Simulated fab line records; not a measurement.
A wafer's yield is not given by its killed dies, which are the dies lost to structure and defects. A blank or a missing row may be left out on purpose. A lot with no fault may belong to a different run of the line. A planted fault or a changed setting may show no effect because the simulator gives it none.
Check of tool commonality -- flow gf180mcu -- Sampled: 11 lots, 33 wafers

WHY IT WAS OPENED
1 of 11 lots carry a flag on the reading HV_LDD_2_TW at GF_HV_LDD_TW_MEAS_23. Fault-free wafers read 1050, with a standard deviation of 9.4.
Rule: a lot is flagged when every wafer of it that has a number lies more than 4 standard deviations from that mean, or none has a number. The rest of the lots are taken to be sound.

lot,measured,on,"HV_LDD_2_TW, wafer by wafer",flag
L504,day 11 02:52,filmMetro-01,1056 1056 1058,
L507,day 11 20:35,filmMetro-02,1054 1049 1046,
L509,day 12 10:19,filmMetro-03,1043 1038 1029,
L510,day 12 20:19,filmMetro-03,1043 1042 1040,
L515,day 14 09:31,filmMetro-01,30 30 30,FLAGGED
L520,day 16 13:41,filmMetro-02,1051 1052 1053,
L521,day 16 14:12,filmMetro-02,1051 1048 1052,
L524,day 17 09:46,filmMetro-03,1041 1041 1043,
L523,day 17 10:34,filmMetro-02,1044 1052 1049,
L525,day 17 18:52,filmMetro-01,1068 1071 1065,
L526,day 18 05:54,filmMetro-03,1035 1043 1035,
The numbers of the flagged lots are 30 on average: -1020 against the usual, or -99 or more standard deviations.

EACH LOT AND THE TOOL IT RAN ON
Before the reading, the record contains 2 process steps out of a 602-step route. In each cell: the tool, then ch and the chambers that the sampled wafers went through, then the start.
lot,flag,GF_POLY_GATE_ETCH_12,GF_HV_LDD_EXPOSE_16
L504,,"rieDiel-01 ch 0,2, day 9 12:23","ilineStepper-01 ch 0, day 10 16:40"
L507,,"rieDiel-01 ch 1,3, day 10 04:14","ilineStepper-01 ch 0, day 11 11:04"
L509,,"rieDiel-02 ch 0,2,3, day 10 18:37","ilineStepper-02 ch 0, day 12 00:46"
L510,,"rieDiel-02 ch 1,2, day 11 03:59","ilineStepper-02 ch 0, day 12 10:31"
L515,FLAGGED,"rieDiel-01 ch 0,1,3, day 12 16:05","ilineStepper-01 ch 0, day 13 22:49"
L520,,"rieDiel-01 ch 1,2,3, day 14 14:40","ilineStepper-01 ch 0, day 16 02:08"
L521,,"rieDiel-04 ch 0,1, day 14 16:13","ilineStepper-01 ch 0, day 16 02:40"
L524,,"rieDiel-01 ch 1,2,3, day 15 11:04","ilineStepper-01 ch 0, day 16 21:59"
L523,,"rieDiel-02 ch 1,2, day 15 11:46","ilineStepper-01 ch 0, day 16 22:49"
L525,,"rieDiel-02 ch 0,2, day 15 18:35","ilineStepper-02 ch 0, day 17 06:50"
L526,,"rieDiel-04 ch 2,3, day 16 07:20","ilineStepper-02 ch 0, day 17 19:03"
What the steps here do:
- GF_POLY_GATE_ETCH_12: etches BARC in N2/H2.
- GF_HV_LDD_EXPOSE_16: exposes mask Pplus LV AREA, target cd 400 nm.
- GF_HV_LDD_TW_MEAS_23

FLAGGED AGAINST TOTAL, ONE TOOL AT A TIME (gauges that did the reading follow at the end)
step,tool,lots run,flagged,share of the flagged lots,sound lots run after its first flagged lot
GF_POLY_GATE_ETCH_12,rieDiel-01,5,1,all,"2 (L520,L524)"
GF_POLY_GATE_ETCH_12,rieDiel-02,4,0,none,-
GF_POLY_GATE_ETCH_12,rieDiel-04,2,0,none,-
GF_HV_LDD_EXPOSE_16,ilineStepper-01,7,1,all,"4 (L520,L521,L524,L523)"
GF_HV_LDD_EXPOSE_16,ilineStepper-02,4,0,none,-
GF_HV_LDD_TW_MEAS_23,filmMetro-01,3,1,all,1 (L525)
GF_HV_LDD_TW_MEAS_23,filmMetro-02,4,0,none,-
GF_HV_LDD_TW_MEAS_23,filmMetro-03,4,0,none,-

WHAT THE TABLE PERMITS
In the table, 3 rows ran each flagged lot (rieDiel-01 at GF_POLY_GATE_ETCH_12; ilineStepper-01 at GF_HV_LDD_EXPOSE_16; filmMetro-01 at GF_HV_LDD_TW_MEAS_23).
- rieDiel-01 at GF_POLY_GATE_ETCH_12 ran 5 lots, 1 of them flagged. Lots that were sound ran on it after the first flagged one (L520, L524); a persistent fault on the entire tool would not allow that.
- ilineStepper-01 at GF_HV_LDD_EXPOSE_16 ran 7 lots, 1 of them flagged. Lots that were sound ran on it after the first flagged one (L520, L521, L524, L523); a persistent fault on the entire tool would not allow that.
- filmMetro-01 at GF_HV_LDD_TW_MEAS_23 ran 3 lots, 1 of them flagged. Lots that were sound ran on it after the first flagged one (L525); a persistent fault on the entire tool would not allow that.
Every row of the table either missed a flagged lot or ran a sound lot after the first.

WHAT HAD BEEN PUT IN BY THE SIMULATOR
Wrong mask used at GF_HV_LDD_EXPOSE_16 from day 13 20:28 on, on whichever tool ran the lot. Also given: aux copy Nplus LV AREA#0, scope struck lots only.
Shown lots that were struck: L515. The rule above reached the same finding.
